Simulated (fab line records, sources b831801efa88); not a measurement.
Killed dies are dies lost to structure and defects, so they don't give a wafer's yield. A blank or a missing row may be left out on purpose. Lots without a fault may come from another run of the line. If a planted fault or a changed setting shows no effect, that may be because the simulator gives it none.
Which tool did it? | flow sky130 | Sampling: 6 lots, 18 wafers, 2 of 708 route steps

WHAT THE GAUGES SHOWED, per wafer
SKY_VT_ADJUST_HVTR_CD_MEAS_07: target cd 380 nm.
lot  | measured     | on        | cd-nm (nm)
L301 | day 9 20:03  | cd-sem-02 | 379.1 382.8 380.1
L303 | day 10 05:07 | cd-sem-01 | 382.6 381.6 380.9
L310 | day 12 08:44 | cd-sem-01 | 278.6 280.6 280.6
L313 | day 13 12:53 | cd-sem-01 | 381.2 380.8 380.1
L321 | day 16 01:52 | cd-sem-02 | 378.7 375.1 378.7
L323 | day 16 14:20 | cd-sem-01 | 378.9 374.4 379.6

EACH LOT AND THE TOOL THAT RAN IT (in order: tool; ch and the chambers of the sampled wafers; start)
lot  | SKY_VT_ADJUST_HVTR_DEVELOP_06
L301 | litho-track-03 ch 0, day 9 19:54
L303 | litho-track-04 ch 0, day 10 04:58
L310 | litho-track-03 ch 0, day 12 08:35
L313 | litho-track-01 ch 0, day 13 12:44
L321 | litho-track-04 ch 0, day 16 01:43
L323 | litho-track-01 ch 0, day 16 14:11
- SKY_VT_ADJUST_HVTR_DEVELOP_06: develop time 60 s.

THE ANSWER, worked out from the rows above alone
Rule: the usual values come from the lots themselves. The widest of any qualifying gaps counts: lots, ordered by their means at a reading, are off when they make up no more than a third of the lots, leave a main group of 4 or more, and stand apart from it by 3 or more times the standard deviation of that group's means. If all means in a main group match to the digits the tables above print for the reading, that group is not used. A lot without any number at a reading at which 4 lots or more have one is off too. Any other lot the step has rows for is counted as sound.
Off: L310 (SKY_VT_ADJUST_HVTR_CD_MEAS_07, cd-nm). For the main group the mean is 379.6 nm and the standard deviation 1.7.
A tool fits if, at a process step before that reading, it ran every lot that is off, and no sound lot after the first of them. Gauges at SKY_VT_ADJUST_HVTR_CD_MEAS_07: tried the same way as those tools. One fits: SKY_VT_ADJUST_HVTR_DEVELOP_06 on litho-track-03. A fault onset in the window from L301 (day 9 19:54, its last sound lot) to L310 (day 12 08:35, its first lot off) fits.

WHAT THE SIMULATOR HAD INSERTED
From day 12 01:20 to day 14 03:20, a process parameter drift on litho-track-03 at SKY_VT_ADJUST_HVTR_DEVELOP_06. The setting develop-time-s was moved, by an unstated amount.
Lots struck among those shown: L310. The rule above reached the same finding.
